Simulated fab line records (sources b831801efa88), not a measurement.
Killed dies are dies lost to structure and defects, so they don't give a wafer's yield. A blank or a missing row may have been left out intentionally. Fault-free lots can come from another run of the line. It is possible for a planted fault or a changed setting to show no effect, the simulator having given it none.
Comparing a struck lot with a sound one || flow sky130 || 17 steps out of a route of 708
Sound: wafers L749.2, L749.4, L749.5. Struck: wafer L757.3 (left out: L757.4, a lot-mate that was not struck); the cause follows at the end.
Per side, at each step with rows, come the tool, then ch with its chambers, and then its first start. Under that, the readings that differ: sound wafers || struck wafers || difference of the means || sigmas: that difference in standard deviations of wafers without a fault.
alike: a reading whose means differ by less than 2 such deviations, as well as words and numbers matching on both sides. not compared: withheld readings; readings where some wafer has no value; bounds like >300 that might hide an equal value; numbers whose values overlap and for which the record gives no deviation.
Wherever a step has rows on one side only, a row that says differs or no value, or a row with sigmas, the two part there. Numbers that don't overlap but have no deviation are shown without sigmas and don't part them. A reading that every wafer of one side lacks parts them only if that side has two wafers or more.

SKY_SPACER_THK_MEAS_01:
  sound on film_metro-03, day 23 12:52; struck on film_metro-01, day 26 02:37
  alike: SPACER_CVD_00_THK
SKY_SPACER_ETCHBACK_02: etches Si3N4 in CH3F/O2, stops on SiO2, time 46.7 s, target depth 45 nm.
  sound on rie_diel-02 ch 0,1,2, day 23 12:55; struck on rie_diel-03 ch 3, day 26 02:39
  alike: drypump_motor_current_A, oes_product_au, throttle_valve_pct
  not compared: rf_hours_counter_h
then, 8 steps without rows for these wafers: SKY_POLY_CUT_DEHYDRATE_00 (time 60 s); SKY_POLY_CUT_HMDS_01 (prime time 60 s); SKY_POLY_CUT_COAT_02 (resist thk 60 nm); SKY_POLY_CUT_COAT_03 (resist thk 450 nm); SKY_POLY_CUT_SOFTBAKE_04 (time 90 s); SKY_POLY_CUT_EXPOSE_05 (exposes mask NPCM, target cd 270 nm); SKY_POLY_CUT_PEB_06; SKY_POLY_CUT_DEVELOP_07 (develop time 60 s).
SKY_POLY_CUT_CD_MEAS_08: target cd 270 nm.
  sound on cd_sem-01, day 24 19:37; struck on cd_sem-01, day 27 07:31
  alike: cd_nm
SKY_POLY_CUT_OVL_MEAS_09:
  sound on overlay-01, day 24 19:43; struck on overlay-01, day 27 07:37
{"reading": "POLY_CUT_OVL (nm)", "sound": "-4 -7 -1", "struck": -17, "difference": -13, "sigmas": -2}
SKY_POLY_CUT_ETCH_10: etches BARC in N2/H2, stops on SiO2, time 45.9 s, target depth 60 nm.
  sound on rie_diel-02 ch 0,2, day 24 19:45; struck on rie_diel-01 ch 2, day 27 07:38
{"reading": "drypump_motor_current_A (A)", "sound": "5.76 5.42 5.74", "struck": 6.24, "difference": "+0.60", "sigmas": "+2"}
{"reading": "model.KrF-thick_of_POLY_CUT_COAT_03.thk_nm (nm)", "sound": "406.4 407.8 407.5", "struck": 413.1, "difference": "+5.9", "sigmas": ""}
  alike: n2_flow_sccm, oes_product_au, throttle_valve_pct
  not compared: rf_hours_counter_h
SKY_POLY_CUT_ETCH_11: etches Si3N4 in CF4/CH2F2/Ar, stops on poly-Si, time 42.5 s, target depth 60 nm.
  sound on rie_diel-02 ch 0,2, day 24 19:47; struck on rie_diel-01 ch 2, day 27 07:40
{"reading": "drypump_motor_current_A (A)", "sound": "5.75 5.42 5.74", "struck": 6.22, "difference": "+0.58", "sigmas": "+2"}
  alike: cf4_flow_sccm, ch2f2_flow_sccm, oes_product_au, throttle_valve_pct
  not compared: rf_hours_counter_h
SKY_POLY_CUT_STRIP_12: strips in O2/N2.
  sound on plasma_asher-02 ch 0,1, day 24 19:50; struck on plasma_asher-01 ch 1, day 27 07:45
{"reading": "strip_time_to_endpoint_s (s)", "sound": "5.331 5.332 5.350", "struck": 5.410, "difference": "+0.072", "sigmas": "+5"}
  alike: drypump_motor_current_A, n2_flow_sccm, oes_product_au
  not compared: rf_hours_counter_h
then, 2 steps without rows for these wafers: SKY_SD_P_DEHYDRATE_00 (time 60 s); SKY_PAD_OPEN_PROBE_99.

WHERE THEY PART
At SKY_POLY_CUT_OVL_MEAS_09 first; at SKY_POLY_CUT_STRIP_12 last (within this record only).

WHY: what the simulator had put in
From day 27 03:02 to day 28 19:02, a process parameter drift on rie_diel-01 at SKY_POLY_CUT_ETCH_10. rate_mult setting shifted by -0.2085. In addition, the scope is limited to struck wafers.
